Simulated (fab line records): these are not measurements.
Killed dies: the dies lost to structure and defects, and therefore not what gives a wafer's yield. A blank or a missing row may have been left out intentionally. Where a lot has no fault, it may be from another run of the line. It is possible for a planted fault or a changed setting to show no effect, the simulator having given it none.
fab line records || flow gf180mcu || part 2 of 2: steps 29 to 38 of 38
record {"lots": 5, "wafers": 15, "last-day": 34}
route steps=602 shown HV_LDD@214 NSD@235 PSD@248
lots that met no fault: taken from a fault-free run of the same line
start-h: hours from the record's first day to the start of the lot's first wafer shown || wait-h: hours from the lot's prior step to this one || " same as the row above || L1.1+2: several wafers, shown together as one row || - no value, or no start was given || * or withheld: withheld || < > ~ a bound
route shown NAME@n: NAME is a module with steps in the file, n the number in the route of the first one || usual: mean/standard deviation of fault-free wafers || same: alike in all rows || chamber/n: place in a boat || sites: the reading at each site || _std_site: the standard deviation of these || _edge_site: the outer-site mean with the inner-site mean subtracted || radius-mm: how far each site lies from the wafer's centre || mask NAME#n: copy n || behind: the tool/chamber that last shaped the wafer || hold: why the lot was held/for how many hours/how that ended || device: which transistor (n, p or np) failed to switch || end of line: tests run on the same wafers once the route is complete || a step without rows: its recipe alone || killed: not the wafer's yield, but the dies lost to structure and defects at the first sort || map: a wafer's dies, marking killed ones x, the rest . and places with no die _
set.NAME: the setting as run; set.NAME@STEP: as run at that earlier step || model.NAME: the simulator's own value behind a step, which no gauge read
lots seen at some steps along the route; tables by step, rows by wafer
services: the hour from which a tool's chamber was out of use, counted from the record's first day as start-h (under 0 if before that day), plus the number of hours and why
## steps
# step GF_NSD_CD_MEAS_07
# recipe {"target-cd-nm": 400}
# usual {"cd-nm": "400.2/2.4"}
{"lot.wafer": "L078.2", "tool": "cd-sem-02", "chamber": "-", "start-h": 330.95, "wait-h": 0.1, "cd-nm": 400.5}
{"lot.wafer": "L078.4", "tool": "cd-sem-02", "chamber": "-", "start-h": 330.95, "wait-h": 0.1, "cd-nm": 403.9}
{"lot.wafer": "L078.6", "tool": "cd-sem-02", "chamber": "-", "start-h": 330.95, "wait-h": 0.1, "cd-nm": 403.9}
{"lot.wafer": "L082.1", "tool": "cd-sem-01", "chamber": "-", "start-h": 357.63, "wait-h": 0.1, "cd-nm": 402.6}
{"lot.wafer": "L082.4", "tool": "cd-sem-01", "chamber": "-", "start-h": 357.63, "wait-h": 0.1, "cd-nm": 402.5}
{"lot.wafer": "L082.6", "tool": "cd-sem-01", "chamber": "-", "start-h": 357.63, "wait-h": 0.1, "cd-nm": 401.9}
{"lot.wafer": "L088.2", "tool": "cd-sem-01", "chamber": "-", "start-h": 408.75, "wait-h": 0.1, "cd-nm": 403.3}
{"lot.wafer": "L088.3", "tool": "cd-sem-01", "chamber": "-", "start-h": 408.75, "wait-h": 0.1, "cd-nm": 405.3}
{"lot.wafer": "L088.5", "tool": "cd-sem-01", "chamber": "-", "start-h": 408.75, "wait-h": 0.1, "cd-nm": 402.9}
{"lot.wafer": "L092.1", "tool": "cd-sem-01", "chamber": "-", "start-h": 443.50, "wait-h": 0.1, "cd-nm": 397.5}
{"lot.wafer": "L092.3", "tool": "cd-sem-01", "chamber": "-", "start-h": 443.50, "wait-h": 0.1, "cd-nm": 395.7}
{"lot.wafer": "L092.4", "tool": "cd-sem-01", "chamber": "-", "start-h": 443.50, "wait-h": 0.1, "cd-nm": 398.2}
{"lot.wafer": "L097.4", "tool": "cd-sem-02", "chamber": "-", "start-h": 494.84, "wait-h": 0.1, "cd-nm": 398.0}
{"lot.wafer": "L097.5", "tool": "cd-sem-02", "chamber": "-", "start-h": 494.84, "wait-h": 0.1, "cd-nm": 398.9}
{"lot.wafer": "L097.6", "tool": "cd-sem-02", "chamber": "-", "start-h": 494.84, "wait-h": 0.1, "cd-nm": 398.4}
# step GF_NSD_OVL_MEAS_08
# usual {"NSD_OVL": "0.3/1.3"}
{"lot.wafer": "L078.2", "tool": "overlay-02", "chamber": "-", "start-h": 331.05, "wait-h": 0.1, "NSD_OVL[nm]": -1.2}
{"lot.wafer": "L078.4", "tool": "overlay-02", "chamber": "-", "start-h": 331.05, "wait-h": 0.1, "NSD_OVL[nm]": -0.8}
{"lot.wafer": "L078.6", "tool": "overlay-02", "chamber": "-", "start-h": 331.05, "wait-h": 0.1, "NSD_OVL[nm]": -0.5}
{"lot.wafer": "L082.1", "tool": "overlay-02", "chamber": "-", "start-h": 357.75, "wait-h": 0.1, "NSD_OVL[nm]": -0.9}
{"lot.wafer": "L082.4", "tool": "overlay-02", "chamber": "-", "start-h": 357.75, "wait-h": 0.1, "NSD_OVL[nm]": -0.7}
{"lot.wafer": "L082.6", "tool": "overlay-02", "chamber": "-", "start-h": 357.75, "wait-h": 0.1, "NSD_OVL[nm]": -1.7}
{"lot.wafer": "L088.2", "tool": "overlay-01", "chamber": "-", "start-h": 408.85, "wait-h": 0.1, "NSD_OVL[nm]": -0.5}
{"lot.wafer": "L088.3", "tool": "overlay-01", "chamber": "-", "start-h": 408.85, "wait-h": 0.1, "NSD_OVL[nm]": -2.0}
{"lot.wafer": "L088.5", "tool": "overlay-01", "chamber": "-", "start-h": 408.85, "wait-h": 0.1, "NSD_OVL[nm]": -1.9}
{"lot.wafer": "L092.1", "tool": "overlay-01", "chamber": "-", "start-h": 443.62, "wait-h": 0.1, "NSD_OVL[nm]": -1.2}
{"lot.wafer": "L092.3", "tool": "overlay-01", "chamber": "-", "start-h": 443.62, "wait-h": 0.1, "NSD_OVL[nm]": -0.2}
{"lot.wafer": "L092.4", "tool": "overlay-01", "chamber": "-", "start-h": 443.62, "wait-h": 0.1, "NSD_OVL[nm]": -0.2}
{"lot.wafer": "L097.4", "tool": "overlay-01", "chamber": "-", "start-h": 494.91, "wait-h": 0.1, "NSD_OVL[nm]": 0.4}
{"lot.wafer": "L097.5", "tool": "overlay-01", "chamber": "-", "start-h": 494.91, "wait-h": 0.1, "NSD_OVL[nm]": -1.0}
{"lot.wafer": "L097.6", "tool": "overlay-01", "chamber": "-", "start-h": 494.91, "wait-h": 0.1, "NSD_OVL[nm]": -0.2}
# step GF_NSD_IMPLANT_09
# recipe {"species": "As", "energy-kev": 60, "dose-cm2": 4e+15, "tilt-deg": 7}
# usual {"faraday-current-uA": "13273/1200"}
{"lot.wafer": "L078.2", "tool": "implanter-04", "chamber": 0, "start-h": 331.11, "wait-h": 0.0, "faraday-current-uA": 13549}
{"lot.wafer": "L078.4", "tool": "implanter-04", "chamber": 0, "start-h": 331.11, "wait-h": 0.0, "faraday-current-uA": 13942}
{"lot.wafer": "L078.6", "tool": "implanter-04", "chamber": 0, "start-h": 331.11, "wait-h": 0.0, "faraday-current-uA": 13919}
{"lot.wafer": "L082.1", "tool": "implanter-02", "chamber": 0, "start-h": 357.78, "wait-h": 0.0, "faraday-current-uA": 10987}
{"lot.wafer": "L082.4", "tool": "implanter-02", "chamber": 0, "start-h": 357.78, "wait-h": 0.0, "faraday-current-uA": 11364}
{"lot.wafer": "L082.6", "tool": "implanter-02", "chamber": 0, "start-h": 357.78, "wait-h": 0.0, "faraday-current-uA": 11349}
{"lot.wafer": "L088.2", "tool": "implanter-04", "chamber": 0, "start-h": 408.91, "wait-h": 0.0, "faraday-current-uA": 14019}
{"lot.wafer": "L088.3", "tool": "implanter-04", "chamber": 0, "start-h": 408.91, "wait-h": 0.0, "faraday-current-uA": 13948}
{"lot.wafer": "L088.5", "tool": "implanter-04", "chamber": 0, "start-h": 408.91, "wait-h": 0.0, "faraday-current-uA": 14239}
{"lot.wafer": "L092.1", "tool": "implanter-02", "chamber": 0, "start-h": 443.65, "wait-h": 0.0, "faraday-current-uA": 11257}
{"lot.wafer": "L092.3", "tool": "implanter-02", "chamber": 0, "start-h": 443.65, "wait-h": 0.0, "faraday-current-uA": 11475}
{"lot.wafer": "L092.4", "tool": "implanter-02", "chamber": 0, "start-h": 443.65, "wait-h": 0.0, "faraday-current-uA": 11287}
{"lot.wafer": "L097.4", "tool": "implanter-01", "chamber": 0, "start-h": 495.01, "wait-h": 0.1, "faraday-current-uA": 14267}
{"lot.wafer": "L097.5", "tool": "implanter-01", "chamber": 0, "start-h": 495.01, "wait-h": 0.1, "faraday-current-uA": 14465}
{"lot.wafer": "L097.6", "tool": "implanter-01", "chamber": 0, "start-h": 495.01, "wait-h": 0.1, "faraday-current-uA": 14253}
# step GF_NSD_IMPLANT_10
# recipe {"species": "P", "energy-kev": 40, "dose-cm2": 5e+14, "tilt-deg": 7}
# usual {"faraday-current-uA": "2788/57"}
{"lot.wafer": "L078.2", "tool": "implanter-04", "chamber": 0, "start-h": 331.26, "wait-h": 0.1, "faraday-current-uA": 2775}
{"lot.wafer": "L078.4", "tool": "implanter-04", "chamber": 0, "start-h": 331.26, "wait-h": 0.1, "faraday-current-uA": 2703}
{"lot.wafer": "L078.6", "tool": "implanter-04", "chamber": 0, "start-h": 331.26, "wait-h": 0.1, "faraday-current-uA": 2736}
{"lot.wafer": "L082.1", "tool": "implanter-02", "chamber": 0, "start-h": 357.93, "wait-h": 0.1, "faraday-current-uA": 2771}
{"lot.wafer": "L082.4", "tool": "implanter-02", "chamber": 0, "start-h": 357.93, "wait-h": 0.1, "faraday-current-uA": 2707}
{"lot.wafer": "L082.6", "tool": "implanter-02", "chamber": 0, "start-h": 357.93, "wait-h": 0.1, "faraday-current-uA": 2788}
{"lot.wafer": "L088.2", "tool": "implanter-04", "chamber": 0, "start-h": 409.06, "wait-h": 0.1, "faraday-current-uA": 2740}
{"lot.wafer": "L088.3", "tool": "implanter-04", "chamber": 0, "start-h": 409.06, "wait-h": 0.1, "faraday-current-uA": 2896}
{"lot.wafer": "L088.5", "tool": "implanter-04", "chamber": 0, "start-h": 409.06, "wait-h": 0.1, "faraday-current-uA": 2705}
{"lot.wafer": "L092.1", "tool": "implanter-02", "chamber": 0, "start-h": 443.80, "wait-h": 0.1, "faraday-current-uA": 2779}
{"lot.wafer": "L092.3", "tool": "implanter-02", "chamber": 0, "start-h": 443.80, "wait-h": 0.1, "faraday-current-uA": 2709}
{"lot.wafer": "L092.4", "tool": "implanter-02", "chamber": 0, "start-h": 443.80, "wait-h": 0.1, "faraday-current-uA": 2713}
{"lot.wafer": "L097.4", "tool": "implanter-01", "chamber": 0, "start-h": 495.16, "wait-h": 0.1, "faraday-current-uA": 2817}
{"lot.wafer": "L097.5", "tool": "implanter-01", "chamber": 0, "start-h": 495.16, "wait-h": 0.1, "faraday-current-uA": 2776}
{"lot.wafer": "L097.6", "tool": "implanter-01", "chamber": 0, "start-h": 495.16, "wait-h": 0.1, "faraday-current-uA": 2775}
# step GF_NSD_STRIP_11
# recipe {"chemistry": "O2/N2", "power-w": 1400, "pressure-mtorr": 1500, "platen-temp-c": 250, "o2-flow-sccm": 3000, "n2-flow-sccm": 300, "overash-fraction": 0.5}
# usual {"drypump-motor-current-A": "5.6/0.57", "heater-power-w": "315/23", "oes-product-au": "0.487/0.005", "platen-temp-c": "249.98/0.18", "strip-time-to-endpoint-s": "22.95/0.03"}
# same {"overash-fraction": 0.5}
{"lot.wafer": "L078.2", "tool": "plasma-asher-02", "chamber": 0, "start-h": 331.38, "wait-h": 0.1, "drypump-motor-current-A": 6.4, "heater-power-w": 328, "oes-product-au": 0.484, "platen-temp-c": 250.28, "rf-hours-counter-h": 67, "strip-time-to-endpoint-s": 22.97}
{"lot.wafer": "L078.4", "tool": "plasma-asher-02", "chamber": 1, "start-h": 331.38, "wait-h": 0.1, "drypump-motor-current-A": 5.3, "heater-power-w": 325, "oes-product-au": 0.487, "platen-temp-c": 250.16, "rf-hours-counter-h": "-", "strip-time-to-endpoint-s": 22.99}
{"lot.wafer": "L078.6", "tool": "plasma-asher-02", "chamber": 1, "start-h": 331.38, "wait-h": 0.1, "drypump-motor-current-A": 5.3, "heater-power-w": 328, "oes-product-au": 0.488, "platen-temp-c": 250.10, "rf-hours-counter-h": "-", "strip-time-to-endpoint-s": 22.96}
{"lot.wafer": "L082.1", "tool": "plasma-asher-02", "chamber": 0, "start-h": 358.08, "wait-h": 0.1, "drypump-motor-current-A": 6.4, "heater-power-w": 342, "oes-product-au": 0.488, "platen-temp-c": 249.75, "rf-hours-counter-h": 70, "strip-time-to-endpoint-s": 22.98}
{"lot.wafer": "L082.4", "tool": "plasma-asher-02", "chamber": 1, "start-h": 358.08, "wait-h": 0.1, "drypump-motor-current-A": 5.3, "heater-power-w": 315, "oes-product-au": 0.486, "platen-temp-c": 249.95, "rf-hours-counter-h": "-", "strip-time-to-endpoint-s": 22.94}
{"lot.wafer": "L082.6", "tool": "plasma-asher-02", "chamber": 0, "start-h": 358.08, "wait-h": 0.1, "drypump-motor-current-A": 6.4, "heater-power-w": 337, "oes-product-au": 0.499, "platen-temp-c": 249.72, "rf-hours-counter-h": "-", "strip-time-to-endpoint-s": 22.97}
{"lot.wafer": "L088.2", "tool": "plasma-asher-02", "chamber": 0, "start-h": 409.18, "wait-h": 0.1, "drypump-motor-current-A": 6.4, "heater-power-w": 324, "oes-product-au": 0.474, "platen-temp-c": 250.16, "rf-hours-counter-h": 75, "strip-time-to-endpoint-s": 22.96}
{"lot.wafer": "L088.3", "tool": "plasma-asher-02", "chamber": 0, "start-h": 409.18, "wait-h": 0.1, "drypump-motor-current-A": 6.4, "heater-power-w": 344, "oes-product-au": 0.486, "platen-temp-c": 249.86, "rf-hours-counter-h": "-", "strip-time-to-endpoint-s": 22.97}
{"lot.wafer": "L088.5", "tool": "plasma-asher-02", "chamber": 1, "start-h": 409.18, "wait-h": 0.1, "drypump-motor-current-A": 5.3, "heater-power-w": 326, "oes-product-au": 0.494, "platen-temp-c": 249.82, "rf-hours-counter-h": "-", "strip-time-to-endpoint-s": 22.92}
{"lot.wafer": "L092.1", "tool": "plasma-asher-04", "chamber": 0, "start-h": 443.95, "wait-h": 0.1, "drypump-motor-current-A": 4.8, "heater-power-w": 301, "oes-product-au": 0.498, "platen-temp-c": 249.99, "rf-hours-counter-h": 1, "strip-time-to-endpoint-s": 23.02}
{"lot.wafer": "L092.3", "tool": "plasma-asher-04", "chamber": 0, "start-h": 443.95, "wait-h": 0.1, "drypump-motor-current-A": 4.8, "heater-power-w": 303, "oes-product-au": 0.491, "platen-temp-c": 250.12, "rf-hours-counter-h": "-", "strip-time-to-endpoint-s": 22.98}
{"lot.wafer": "L092.4", "tool": "plasma-asher-04", "chamber": 1, "start-h": 443.95, "wait-h": 0.1, "drypump-motor-current-A": 6.1, "heater-power-w": 302, "oes-product-au": 0.488, "platen-temp-c": 250.03, "rf-hours-counter-h": "-", "strip-time-to-endpoint-s": 22.95}
{"lot.wafer": "L097.4", "tool": "plasma-asher-04", "chamber": 0, "start-h": 495.26, "wait-h": 0.1, "drypump-motor-current-A": 4.8, "heater-power-w": 298, "oes-product-au": 0.487, "platen-temp-c": 249.45, "rf-hours-counter-h": "-", "strip-time-to-endpoint-s": 22.93}
{"lot.wafer": "L097.5", "tool": "plasma-asher-04", "chamber": 1, "start-h": 495.26, "wait-h": 0.1, "drypump-motor-current-A": 6.1, "heater-power-w": 305, "oes-product-au": 0.490, "platen-temp-c": 249.83, "rf-hours-counter-h": "-", "strip-time-to-endpoint-s": 22.94}
{"lot.wafer": "L097.6", "tool": "plasma-asher-04", "chamber": 0, "start-h": 495.26, "wait-h": 0.1, "drypump-motor-current-A": 4.8, "heater-power-w": 308, "oes-product-au": 0.486, "platen-temp-c": 249.54, "rf-hours-counter-h": "-", "strip-time-to-endpoint-s": 22.95}
# step GF_NSD_TW_MEAS_12
# usual {"NSD_TW": "4296/55"}
{"lot.wafer": "L078.2", "tool": "film-metro-03", "chamber": "-", "start-h": 331.49, "wait-h": 0.1, "NSD_TW": 4312}
{"lot.wafer": "L078.4", "tool": "film-metro-03", "chamber": "-", "start-h": 331.49, "wait-h": 0.1, "NSD_TW": 4291}
{"lot.wafer": "L078.6", "tool": "film-metro-03", "chamber": "-", "start-h": 331.49, "wait-h": 0.1, "NSD_TW": 4284}
{"lot.wafer": "L082.1", "tool": "film-metro-04", "chamber": "-", "start-h": 358.18, "wait-h": 0.1, "NSD_TW": 4275}
{"lot.wafer": "L082.4", "tool": "film-metro-04", "chamber": "-", "start-h": 358.18, "wait-h": 0.1, "NSD_TW": 4258}
{"lot.wafer": "L082.6", "tool": "film-metro-04", "chamber": "-", "start-h": 358.18, "wait-h": 0.1, "NSD_TW": 4257}
{"lot.wafer": "L088.2", "tool": "film-metro-04", "chamber": "-", "start-h": 409.29, "wait-h": 0.1, "NSD_TW": 4243}
{"lot.wafer": "L088.3", "tool": "film-metro-04", "chamber": "-", "start-h": 409.29, "wait-h": 0.1, "NSD_TW": 4268}
{"lot.wafer": "L088.5", "tool": "film-metro-04", "chamber": "-", "start-h": 409.29, "wait-h": 0.1, "NSD_TW": 4261}
{"lot.wafer": "L092.1", "tool": "film-metro-04", "chamber": "-", "start-h": 444.05, "wait-h": 0.1, "NSD_TW": 4244}
{"lot.wafer": "L092.3", "tool": "film-metro-04", "chamber": "-", "start-h": 444.05, "wait-h": 0.1, "NSD_TW": 4205}
{"lot.wafer": "L092.4", "tool": "film-metro-04", "chamber": "-", "start-h": 444.05, "wait-h": 0.1, "NSD_TW": 4200}
{"lot.wafer": "L097.4", "tool": "film-metro-01", "chamber": "-", "start-h": 495.36, "wait-h": 0.1, "NSD_TW": 4409}
{"lot.wafer": "L097.5", "tool": "film-metro-01", "chamber": "-", "start-h": 495.36, "wait-h": 0.1, "NSD_TW": 4392}
{"lot.wafer": "L097.6", "tool": "film-metro-01", "chamber": "-", "start-h": 495.36, "wait-h": 0.1, "NSD_TW": 4374}
# step GF_PSD_DEHYDRATE_00
# recipe {"temp-c": 200, "time-s": 60}
# usual {"heater-power-total-W": "160.38/0.13"}
{"lot.wafer": "L078.2", "tool": "litho-track-03", "chamber": 0, "start-h": 341.20, "wait-h": 9.7, "heater-power-total-W": 160.46}
{"lot.wafer": "L078.4", "tool": "litho-track-03", "chamber": 0, "start-h": 341.20, "wait-h": 9.7, "heater-power-total-W": 160.50}
{"lot.wafer": "L078.6", "tool": "litho-track-03", "chamber": 0, "start-h": 341.20, "wait-h": 9.7, "heater-power-total-W": 160.33}
{"lot.wafer": "L082.1", "tool": "litho-track-01", "chamber": 0, "start-h": 368.94, "wait-h": 10.7, "heater-power-total-W": 160.52}
{"lot.wafer": "L082.4", "tool": "litho-track-01", "chamber": 0, "start-h": 368.94, "wait-h": 10.7, "heater-power-total-W": 160.47}
{"lot.wafer": "L082.6", "tool": "litho-track-01", "chamber": 0, "start-h": 368.94, "wait-h": 10.7, "heater-power-total-W": 160.16}
{"lot.wafer": "L088.2", "tool": "litho-track-03", "chamber": 0, "start-h": 420.10, "wait-h": 10.8, "heater-power-total-W": 160.59}
{"lot.wafer": "L088.3", "tool": "litho-track-03", "chamber": 0, "start-h": 420.10, "wait-h": 10.8, "heater-power-total-W": 160.19}
{"lot.wafer": "L088.5", "tool": "litho-track-03", "chamber": 0, "start-h": 420.10, "wait-h": 10.8, "heater-power-total-W": 160.53}
{"lot.wafer": "L092.1", "tool": "litho-track-01", "chamber": 0, "start-h": 456.28, "wait-h": 12.2, "heater-power-total-W": 160.49}
{"lot.wafer": "L092.3", "tool": "litho-track-01", "chamber": 0, "start-h": 456.28, "wait-h": 12.2, "heater-power-total-W": 160.48}
{"lot.wafer": "L092.4", "tool": "litho-track-01", "chamber": 0, "start-h": 456.28, "wait-h": 12.2, "heater-power-total-W": 160.14}
{"lot.wafer": "L097.4", "tool": "litho-track-04", "chamber": 0, "start-h": 506.42, "wait-h": 11.0, "heater-power-total-W": 160.32}
{"lot.wafer": "L097.5", "tool": "litho-track-04", "chamber": 0, "start-h": 506.42, "wait-h": 11.0, "heater-power-total-W": 160.41}
{"lot.wafer": "L097.6", "tool": "litho-track-04", "chamber": 0, "start-h": 506.42, "wait-h": 11.0, "heater-power-total-W": 160.39}
# step GF_PSD_HMDS_01
# recipe {"prime-time-s": 60, "prime-temp-c": 120}
{"lot.wafer": "L078.2+4+6", "tool": "litho-track-03", "chamber": 0, "start-h": 341.35, "wait-h": 0.1}
{"lot.wafer": "L082.1+4+6", "tool": "litho-track-01", "chamber": 0, "start-h": 369.09, "wait-h": 0.1}
{"lot.wafer": "L088.2+3+5", "tool": "litho-track-03", "chamber": 0, "start-h": 420.25, "wait-h": 0.1}
{"lot.wafer": "L092.1+3+4", "tool": "litho-track-01", "chamber": 0, "start-h": 456.43, "wait-h": 0.1}
{"lot.wafer": "L097.4+5+6", "tool": "litho-track-04", "chamber": 0, "start-h": 506.57, "wait-h": 0.1}
# step GF_PSD_COAT_02
# recipe {"resist": "NOVOLAK", "spin-rpm": 3000, "resist-thk-nm": 1000}
# usual {"spin-speed-rpm": "2999.7/1.9"}
{"lot.wafer": "L078.2", "tool": "litho-track-03", "chamber": 0, "start-h": 341.50, "wait-h": 0.1, "spin-speed-rpm": 2999.8}
{"lot.wafer": "L078.4", "tool": "litho-track-03", "chamber": 0, "start-h": 341.50, "wait-h": 0.1, "spin-speed-rpm": 2998.9}
{"lot.wafer": "L078.6", "tool": "litho-track-03", "chamber": 0, "start-h": 341.50, "wait-h": 0.1, "spin-speed-rpm": 2997.6}
{"lot.wafer": "L082.1", "tool": "litho-track-01", "chamber": 0, "start-h": 369.24, "wait-h": 0.1, "spin-speed-rpm": 2997.7}
{"lot.wafer": "L082.4", "tool": "litho-track-01", "chamber": 0, "start-h": 369.24, "wait-h": 0.1, "spin-speed-rpm": 2999.8}
{"lot.wafer": "L082.6", "tool": "litho-track-01", "chamber": 0, "start-h": 369.24, "wait-h": 0.1, "spin-speed-rpm": 2996.0}
{"lot.wafer": "L088.2", "tool": "litho-track-03", "chamber": 0, "start-h": 420.40, "wait-h": 0.1, "spin-speed-rpm": 3000.2}
{"lot.wafer": "L088.3", "tool": "litho-track-03", "chamber": 0, "start-h": 420.40, "wait-h": 0.1, "spin-speed-rpm": 3002.8}
{"lot.wafer": "L088.5", "tool": "litho-track-03", "chamber": 0, "start-h": 420.40, "wait-h": 0.1, "spin-speed-rpm": 2999.2}
{"lot.wafer": "L092.1", "tool": "litho-track-01", "chamber": 0, "start-h": 456.58, "wait-h": 0.1, "spin-speed-rpm": 3000.0}
{"lot.wafer": "L092.3", "tool": "litho-track-01", "chamber": 0, "start-h": 456.58, "wait-h": 0.1, "spin-speed-rpm": 2996.4}
{"lot.wafer": "L092.4", "tool": "litho-track-01", "chamber": 0, "start-h": 456.58, "wait-h": 0.1, "spin-speed-rpm": 3000.7}
{"lot.wafer": "L097.4", "tool": "litho-track-04", "chamber": 0, "start-h": 506.72, "wait-h": 0.1, "spin-speed-rpm": 3001.8}
{"lot.wafer": "L097.5", "tool": "litho-track-04", "chamber": 0, "start-h": 506.72, "wait-h": 0.1, "spin-speed-rpm": 2999.6}
{"lot.wafer": "L097.6", "tool": "litho-track-04", "chamber": 0, "start-h": 506.72, "wait-h": 0.1, "spin-speed-rpm": 2999.1}
# step GF_PSD_SOFTBAKE_03
# recipe {"temp-c": 90, "time-s": 60, "resist": "NOVOLAK"}
# usual {"heater-power-total-W": "56.59/0.042"}
{"lot.wafer": "L078.2", "tool": "litho-track-03", "chamber": 0, "start-h": 341.65, "wait-h": 0.1, "heater-power-total-W": 56.57}
{"lot.wafer": "L078.4", "tool": "litho-track-03", "chamber": 0, "start-h": 341.65, "wait-h": 0.1, "heater-power-total-W": 56.62}
{"lot.wafer": "L078.6", "tool": "litho-track-03", "chamber": 0, "start-h": 341.65, "wait-h": 0.1, "heater-power-total-W": 56.60}
{"lot.wafer": "L082.1", "tool": "litho-track-01", "chamber": 0, "start-h": 369.39, "wait-h": 0.1, "heater-power-total-W": 56.59}
{"lot.wafer": "L082.4", "tool": "litho-track-01", "chamber": 0, "start-h": 369.39, "wait-h": 0.1, "heater-power-total-W": 56.60}
{"lot.wafer": "L082.6", "tool": "litho-track-01", "chamber": 0, "start-h": 369.39, "wait-h": 0.1, "heater-power-total-W": 56.56}
{"lot.wafer": "L088.2", "tool": "litho-track-03", "chamber": 0, "start-h": 420.55, "wait-h": 0.1, "heater-power-total-W": 56.56}
{"lot.wafer": "L088.3", "tool": "litho-track-03", "chamber": 0, "start-h": 420.55, "wait-h": 0.1, "heater-power-total-W": 56.65}
{"lot.wafer": "L088.5", "tool": "litho-track-03", "chamber": 0, "start-h": 420.55, "wait-h": 0.1, "heater-power-total-W": 56.61}
{"lot.wafer": "L092.1", "tool": "litho-track-01", "chamber": 0, "start-h": 456.73, "wait-h": 0.1, "heater-power-total-W": 56.56}
{"lot.wafer": "L092.3", "tool": "litho-track-01", "chamber": 0, "start-h": 456.73, "wait-h": 0.1, "heater-power-total-W": 56.61}
{"lot.wafer": "L092.4", "tool": "litho-track-01", "chamber": 0, "start-h": 456.73, "wait-h": 0.1, "heater-power-total-W": 56.60}
{"lot.wafer": "L097.4", "tool": "litho-track-04", "chamber": 0, "start-h": 506.87, "wait-h": 0.1, "heater-power-total-W": 56.59}
{"lot.wafer": "L097.5", "tool": "litho-track-04", "chamber": 0, "start-h": 506.87, "wait-h": 0.1, "heater-power-total-W": 56.49}
{"lot.wafer": "L097.6", "tool": "litho-track-04", "chamber": 0, "start-h": 506.87, "wait-h": 0.1, "heater-power-total-W": 56.58}
## services
{"tool": "rie-diel-01", "chamber": 1, "start-h": 274.48, "hours": 3.3, "kind": "repair"}
{"tool": "rie-diel-03", "chamber": 2, "start-h": 312.15, "hours": 6.1, "kind": "repair"}
{"tool": "implanter-02", "chamber": "-", "start-h": 312.98, "hours": 42.7, "kind": "repair"}
{"tool": "plasma-asher-04", "chamber": "-", "start-h": 318.60, "hours": 10.2, "kind": "repair"}
{"tool": "implanter-01", "chamber": "-", "start-h": 327.56, "hours": 4.3, "kind": "repair"}
{"tool": "rie-diel-03", "chamber": "-", "start-h": 329.92, "hours": 0.2, "kind": "repair"}
{"tool": "implanter-04", "chamber": "-", "start-h": 335.08, "hours": 3.4, "kind": "repair"}
{"tool": "iline-stepper-01", "chamber": "-", "start-h": 340.68, "hours": 1.7, "kind": "pm"}
{"tool": "implanter-02", "chamber": "-", "start-h": 363.11, "hours": 5.0, "kind": "repair"}
{"tool": "implanter-04", "chamber": "-", "start-h": 370.24, "hours": 1.4, "kind": "repair"}
{"tool": "plasma-asher-04", "chamber": "-", "start-h": 377.81, "hours": 6.0, "kind": "repair"}
{"tool": "iline-stepper-02", "chamber": "-", "start-h": 382.77, "hours": 28.9, "kind": "pm"}
{"tool": "implanter-02", "chamber": "-", "start-h": 398.00, "hours": 3.5, "kind": "pm"}
{"tool": "rie-diel-03", "chamber": 1, "start-h": 399.17, "hours": 4.9, "kind": "repair"}
{"tool": "implanter-02", "chamber": "-", "start-h": 419.73, "hours": 2.4, "kind": "repair"}
{"tool": "plasma-asher-04", "chamber": "-", "start-h": 421.25, "hours": 9.0, "kind": "pm"}
{"tool": "iline-stepper-02", "chamber": "-", "start-h": 431.72, "hours": 1.7, "kind": "pm"}
{"tool": "iline-stepper-01", "chamber": "-", "start-h": 444.67, "hours": 7.1, "kind": "repair"}
{"tool": "lpcvd-02", "chamber": "-", "start-h": 451.69, "hours": 14.6, "kind": "pm"}
{"tool": "implanter-04", "chamber": "-", "start-h": 472.59, "hours": 7.5, "kind": "pm"}
{"tool": "iline-stepper-02", "chamber": "-", "start-h": 476.58, "hours": 3.8, "kind": "repair"}
{"tool": "rie-diel-01", "chamber": 1, "start-h": 488.73, "hours": 4.1, "kind": "repair"}
{"tool": "plasma-asher-01", "chamber": "-", "start-h": 490.80, "hours": 14.6, "kind": "pm"}
{"tool": "lpcvd-01", "chamber": "-", "start-h": 499.20, "hours": 0.7, "kind": "repair"}
